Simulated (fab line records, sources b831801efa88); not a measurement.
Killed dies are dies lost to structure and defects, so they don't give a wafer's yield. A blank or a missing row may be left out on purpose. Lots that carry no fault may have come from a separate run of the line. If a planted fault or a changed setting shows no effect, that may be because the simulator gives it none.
Struck lot and sound lot, side by side	flow sky130	17 steps out of a route of 708
Sound: the wafers L539.2, L539.3, L539.6. The struck wafers were L544.2, L544.3, L544.6. The cause is named last.
For every step that has rows: the tool of each side, followed by ch and its chambers, followed by its first start. Under that, the readings that differ: sound wafers	struck wafers	difference of the means	sigmas: that difference in standard deviations of wafers without a fault.
alike: words and numbers the same on both sides, and readings whose means are apart by under 2 such deviations; not compared: readings that were withheld, readings missing a value for some wafer, numbers with overlapping values and no deviation given by the record, and bounds like >300 which may hide the same value.
The two part at a step that has a row with sigmas, a row that says differs or no value, or rows on one side only. Numbers that don't overlap but have no deviation are shown without sigmas and don't part them. Lack of a reading on every wafer of one side parts them only where that side has two or more wafers.

first, 1 step without rows for these wafers: SKY_VT_ADJUST_NCORE_IMPLANT_09.
SKY_VT_ADJUST_NCORE_STRIP_10: strips in O2/N2.
  sound on plasma-asher-01 ch 0,1, day 10 19:51; struck on plasma-asher-01 ch 0,1, day 12 08:01
  alike: chamber-pressure-mTorr, drypump-motor-current-A, oes-product-au, strip-time-to-endpoint-s
  not compared: rf-hours-counter-h
SKY_VT_ADJUST_NCORE_TW_MEAS_11:
  sound: film-metro-02 at day 10 19:58; struck: film-metro-04 at day 12 08:08
  alike: VT_ADJUST_NCORE_TW
then, 7 steps without rows for these wafers: SKY_VT_ADJUST_HVTR_DEHYDRATE_00 (time 60 s); SKY_VT_ADJUST_HVTR_HMDS_01 (prime time 60 s); SKY_VT_ADJUST_HVTR_COAT_02 (resist thk 1140 nm); SKY_VT_ADJUST_HVTR_SOFTBAKE_03 (time 60 s); SKY_VT_ADJUST_HVTR_EXPOSE_04 (exposes mask HVTRM, target cd 380 nm); SKY_VT_ADJUST_HVTR_PEB_05; SKY_VT_ADJUST_HVTR_DEVELOP_06 (develop time 60 s).
SKY_VT_ADJUST_HVTR_CD_MEAS_07: the cd target is 380 nm.
  sound: cd-sem-02 at day 11 18:18; struck: cd-sem-02 at day 13 09:22
  alike: cd-nm
SKY_VT_ADJUST_HVTR_OVL_MEAS_08:
  sound: overlay-01 at day 11 18:24; struck: overlay-02 at day 13 09:29
  alike: VT_ADJUST_HVTR_OVL
SKY_VT_ADJUST_HVTR_IMPLANT_09:
  sound on implanter-03 ch 0, day 11 18:28; struck on implanter-03 ch 0, day 13 09:32
reading	sound	struck	difference	sigmas
beam-on-s (s)	9.72 9.89 10.30	7.91 7.50 7.66	-2.28	-11
faraday-current-uA	12.23 11.98 11.49	15.04 15.75 15.42	+3.50	+15
  alike: beam-energy-keV
SKY_VT_ADJUST_HVTR_STRIP_10: strips in O2/N2.
  sound on plasma-asher-04 ch 0,1, day 11 18:35; struck on plasma-asher-03 ch 0,1, day 13 09:40
  alike: chamber-pressure-mTorr, drypump-motor-current-A, oes-product-au, strip-time-to-endpoint-s
  not compared: rf-hours-counter-h
SKY_VT_ADJUST_HVTR_TW_MEAS_11:
  sound: film-metro-03 at day 11 18:42; struck: film-metro-03 at day 13 09:46
reading	sound	struck	difference	sigmas
VT_ADJUST_HVTR_TW	210.1 210.5 211.6	194.8 196.4 194.6	-15.5	-13
then, 1 step without rows for these wafers: SKY_VT_ADJUST_PCH_DEHYDRATE_00 (time 60 s).
-- record jumps: 35 days separate the struck wafers' starts on either side; left off in module VT_ADJUST_PCH, taken up again in module PAD_OPEN, whose first shown step is the route's number 708 --
SKY_PAD_OPEN_PROBE_99:
  sound: prober-02 at day 47 21:24; struck: prober-01 at day 48 19:22
reading	sound	struck	difference	sigmas
model.etest.pfet_01v8_mvt.drive-ua-um	155.6 153 152.6	141.8 144.3 141.3	-11.3	
model.etest.pfet_01v8_mvt.off-log10-a-um	-10.4 -10.44 -10.4	-11.23 -11.21 -11.4	-0.87	
model.etest.pfet_01v8_mvt.vt-sat-v (V)	-0.5498 -0.5535 -0.5473	-0.6141 -0.6041 -0.6133	-0.0603	
model.etest.pfet_01v8_mvt.vt-v (V)	-0.6398 -0.6411 -0.6373	-0.6937 -0.6868 -0.6926	-0.0516	
model.etest.pfet_01v8_mvt.vt-long-v (V)	-0.847 -0.8497 -0.8438	-0.9019 -0.8989 -0.904	-0.0548	
  alike: killed_at_M0_to_M3, killed_at_M4_up, killed-at-contacts, killed-at-front-end, killed-at-other, killed-dies, killed-open, killed-short

## WHERE THEY PART
Earliest at SKY_VT_ADJUST_HVTR_IMPLANT_09; latest, in this record, at SKY_VT_ADJUST_HVTR_TW_MEAS_11. Later steps at which nothing parts them and some readings are alike: SKY_PAD_OPEN_PROBE_99.

WHY: the cause the simulator had injected
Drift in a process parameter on implanter-03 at SKY_VT_ADJUST_HVTR_IMPLANT_09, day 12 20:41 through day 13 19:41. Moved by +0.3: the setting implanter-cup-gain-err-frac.
